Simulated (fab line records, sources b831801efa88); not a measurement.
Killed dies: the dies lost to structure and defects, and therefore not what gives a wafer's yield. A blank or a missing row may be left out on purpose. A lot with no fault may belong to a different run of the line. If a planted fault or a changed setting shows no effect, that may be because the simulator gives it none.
2 desks, one fault | flow sky130 | every desk sees just its own numbers, and what lay behind them comes last

## THE TOOL OWNER'S DESK: implanter-04
The tool's own readings at SKY_VT_ADJUST_LVTN_IMPLANT_08: means of the sampled wafers that have a number, for each lot that ran on this tool. If a lot's mean is further than 4 standard deviations from the usual mean, the lot is out of limits and carries the mark OUT (the distance appears in the brackets).
Columns: A = doseIonsCm2 at SKY_VT_ADJUST_LVTN_IMPLANT_08, usual 1.5699e+12; B = faradayCurrentUA at SKY_VT_ADJUST_LVTN_IMPLANT_08, usual 8.86
lot  | first seen here | A                            | B
L143 | day 8 19:32     | 1.5701e+12                   | 8.99
L147 | day 10 06:40    | 1.5699e+12                   | 8.73
L154 | day 11 17:31    | 7.7113e+11 (-99 or more) OUT | 4.28 (-25) OUT
L155 | day 12 08:16    | 7.7147e+11 (-99 or more) OUT | 4.31 (-25) OUT
L156 | day 12 12:43    | 7.6957e+11 (-99 or more) OUT | 4.29 (-25) OUT
This desk's finding: out of limits on L154, L155, L156; first on L154, day 11 17:31 (doseIonsCm2 at SKY_VT_ADJUST_LVTN_IMPLANT_08). Within limits: L143, L147.

## METROLOGY DESK
Lot by lot, what the gauges showed, no matter which tool ran the lot: averages of those sampled wafers that carry a number. If a lot's mean is further than 4 standard deviations from the usual mean, the lot is out of limits and carries the mark OUT (the distance appears in the brackets).
Columns: A = FIELD_ISO_OXIDATION_01_THK at SKY_FIELD_ISO_THK_MEAS_23, usual 10.16 nm; B = DNWELL_TW at SKY_DNWELL_TW_MEAS_09, usual 1121; C = cdNm at SKY_VT_ADJUST_HVTP_CD_MEAS_07, usual 379.7 nm; D = VT_ADJUST_LVTN_TW at SKY_VT_ADJUST_LVTN_TW_MEAS_10, usual 241.8
lot  | first seen here | A     | B    | C     | D
L136 | day 2 06:22     | 10.05 | 1114 | 377.7 | 243.1
L137 | day 2 12:13     | 9.90  | 1122 | 381.8 | 241.4
L140 | day 3 07:53     | 10.65 | 1117 | 377.9 | 243.5
L143 | day 3 22:10     | 9.85  | 1129 | 378.1 | 240.5
L144 | day 4 04:28     | 10.35 | 1125 | 381.0 | 239.3
L145 | day 4 11:34     | 10.32 | 1121 | 380.8 | 239.7
L147 | day 4 22:19     | 10.19 | 1112 | 378.3 | 239.4
L149 | day 5 03:05     | 10.33 | 1115 | 376.4 | 242.6
L154 | day 6 04:43     | 10.12 | 1114 | 381.3 | 198.3 (-26) OUT
L155 | day 6 12:42     | 10.04 | 1118 | 379.0 | 198.1 (-26) OUT
L156 | day 6 16:38     | 10.05 | 1126 | 378.2 | 196.4 (-27) OUT
L158 | day 7 02:38     | 10.05 | 1118 | 377.5 | 243.8
L159 | day 7 07:25     | 9.99  | 1124 | 378.2 | 241.4
This desk's result: L154, L155, L156 out of limits, first on L154 (VT_ADJUST_LVTN_TW at SKY_VT_ADJUST_LVTN_TW_MEAS_10), day 11 17:46. Within limits: L136, L137, L140, L143, L144, L145, L147, L149, L158, L159.

## BROUGHT TOGETHER
The tool owner's desk had the chance to raise an alarm at day 11 17:31 on L154, L155, L156.
The metrology desk could have raised an alarm at day 11 17:46, on L154, L155, L156.
All the named lots went through SKY_VT_ADJUST_LVTN_IMPLANT_08 on implanter-04.

## WHAT THE SIMULATOR PUT IN
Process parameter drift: implanter-04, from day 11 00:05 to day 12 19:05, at SKY_VT_ADJUST_LVTN_IMPLANT_08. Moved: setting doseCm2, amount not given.
Lots struck among those shown: L154, L155, L156.
Counting hours from when the fault started, the first reading out of limits came at 17 for the tool owner's desk and at 18 for the metrology desk.
